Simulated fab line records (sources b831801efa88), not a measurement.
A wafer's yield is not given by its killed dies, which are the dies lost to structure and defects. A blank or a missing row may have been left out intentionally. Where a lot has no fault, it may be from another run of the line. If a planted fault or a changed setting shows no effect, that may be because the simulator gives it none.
Which tool was responsible? :: flow sky130 :: 12 lots, 36 wafers sampled, at 3 steps of a route of 708

WHAT EACH GAUGE READ, for each wafer
SKY_PWDE_TW_MEAS_10.
lot: L075
measured: day 4 03:53
on: filmMetro-03
PWDE_TW: 373.5 375.3 372.4

lot: L077
measured: day 4 14:13
on: filmMetro-01
PWDE_TW: 370.5 370.8 370.5

lot: L079
measured: day 5 02:58
on: filmMetro-04
PWDE_TW: 373.4 372.9 371.1

lot: L081
measured: day 5 19:30
on: filmMetro-01
PWDE_TW: 370.8 370.4 369.8

lot: L083
measured: day 6 07:43
on: filmMetro-03
PWDE_TW: 373.6 373.6 372.8

lot: L085
measured: day 6 19:44
on: filmMetro-01
PWDE_TW: 369.1 372.3 371.1

lot: L087
measured: day 6 23:15
on: filmMetro-03
PWDE_TW: 374.5 376.1 374.1

lot: L089
measured: day 7 06:20
on: filmMetro-01
PWDE_TW: 370.7 369.4 369.3

lot: L091
measured: day 7 20:15
on: filmMetro-01
PWDE_TW: 370.6 368.9 369.1

lot: L093
measured: day 8 06:07
on: filmMetro-03
PWDE_TW: 373.6 373.1 373.3

lot: L095
measured: day 8 17:57
on: filmMetro-04
PWDE_TW: 370.7 373.5 371.9

lot: L097
measured: day 9 07:09
on: filmMetro-04
PWDE_TW: 372.2 373.8 372.1

EACH LOT AND THE TOOL THAT RAN IT (in order: tool; ch and the chambers of the sampled wafers; start)
lot: L075
SKY_FIELD_ISO_ETCH_17: rieSi-02 ch 0,2,3, day 2 12:07
SKY_FIELD_ISO_CMP_27: cmp-01 ch 1,2,3, day 2 16:42

lot: L077
SKY_FIELD_ISO_ETCH_17: rieSi-02 ch 1,2, day 2 23:28
SKY_FIELD_ISO_CMP_27: cmp-01 ch 1,2, day 3 03:01

lot: L079
SKY_FIELD_ISO_ETCH_17: rieSi-02 ch 0,2, day 3 07:50
SKY_FIELD_ISO_CMP_27: cmp-02 ch 2,3, day 3 13:14

lot: L081
SKY_FIELD_ISO_ETCH_17: rieSi-01 ch 0,2,3, day 3 17:47
SKY_FIELD_ISO_CMP_27: cmp-02 ch 0,2,3, day 4 03:25

lot: L083
SKY_FIELD_ISO_ETCH_17: rieSi-01 ch 0,1, day 4 04:31
SKY_FIELD_ISO_CMP_27: cmp-02 ch 0,2,3, day 4 16:27

lot: L085
SKY_FIELD_ISO_ETCH_17: rieSi-02 ch 0,1, day 4 18:19
SKY_FIELD_ISO_CMP_27: cmp-01 ch 0,2,3, day 5 03:25

lot: L087
SKY_FIELD_ISO_ETCH_17: rieSi-01 ch 1,2,3, day 5 03:05
SKY_FIELD_ISO_CMP_27: cmp-01 ch 0,1, day 5 07:37

lot: L089
SKY_FIELD_ISO_ETCH_17: rieSi-01 ch 1,2,3, day 5 08:29
SKY_FIELD_ISO_CMP_27: cmp-01 ch 1,3, day 5 12:55

lot: L091
SKY_FIELD_ISO_ETCH_17: rieSi-02 ch 0,1,2, day 5 23:02
SKY_FIELD_ISO_CMP_27: cmp-02 ch 1,2,3, day 6 03:20

lot: L093
SKY_FIELD_ISO_ETCH_17: rieSi-01 ch 0,3, day 6 07:37
SKY_FIELD_ISO_CMP_27: cmp-02 ch 0,1,2, day 6 11:53

lot: L095
SKY_FIELD_ISO_ETCH_17: rieSi-02 ch 0,1,2, day 6 18:53
SKY_FIELD_ISO_CMP_27: cmp-02 ch 0,1,3, day 6 23:26

lot: L097
SKY_FIELD_ISO_ETCH_17: rieSi-01 ch 0,2,3, day 7 05:29
SKY_FIELD_ISO_CMP_27: cmp-02 ch 1,2,3, day 7 08:41
- SKY_FIELD_ISO_ETCH_17: etches Si in HBr/Cl2/O2, target depth 342 nm, time 97.7 s.
- SKY_FIELD_ISO_CMP_27: polishes, stops on Si3N4, t overpolish 16 s, target thk 457.8 nm.

THE ANSWER, worked out from the rows above alone
Rule: the lots themselves supply what counts as usual. The widest of any qualifying gaps counts: lots, ordered by their means at a reading, are off when they make up no more than a third of the lots, leave a main group of 4 or more, and stand apart from it by 3 or more times the standard deviation of that group's means. A main group whose means are all the same, to the digits that the tables above print for the reading, isn't used. Also off: a lot with no number at a reading for which 4 or more lots have one. Any other lot the step has rows for is counted as sound.
Nothing can be told from this: no lot is off at any reading shown.

WHAT THE SIMULATOR PUT IN
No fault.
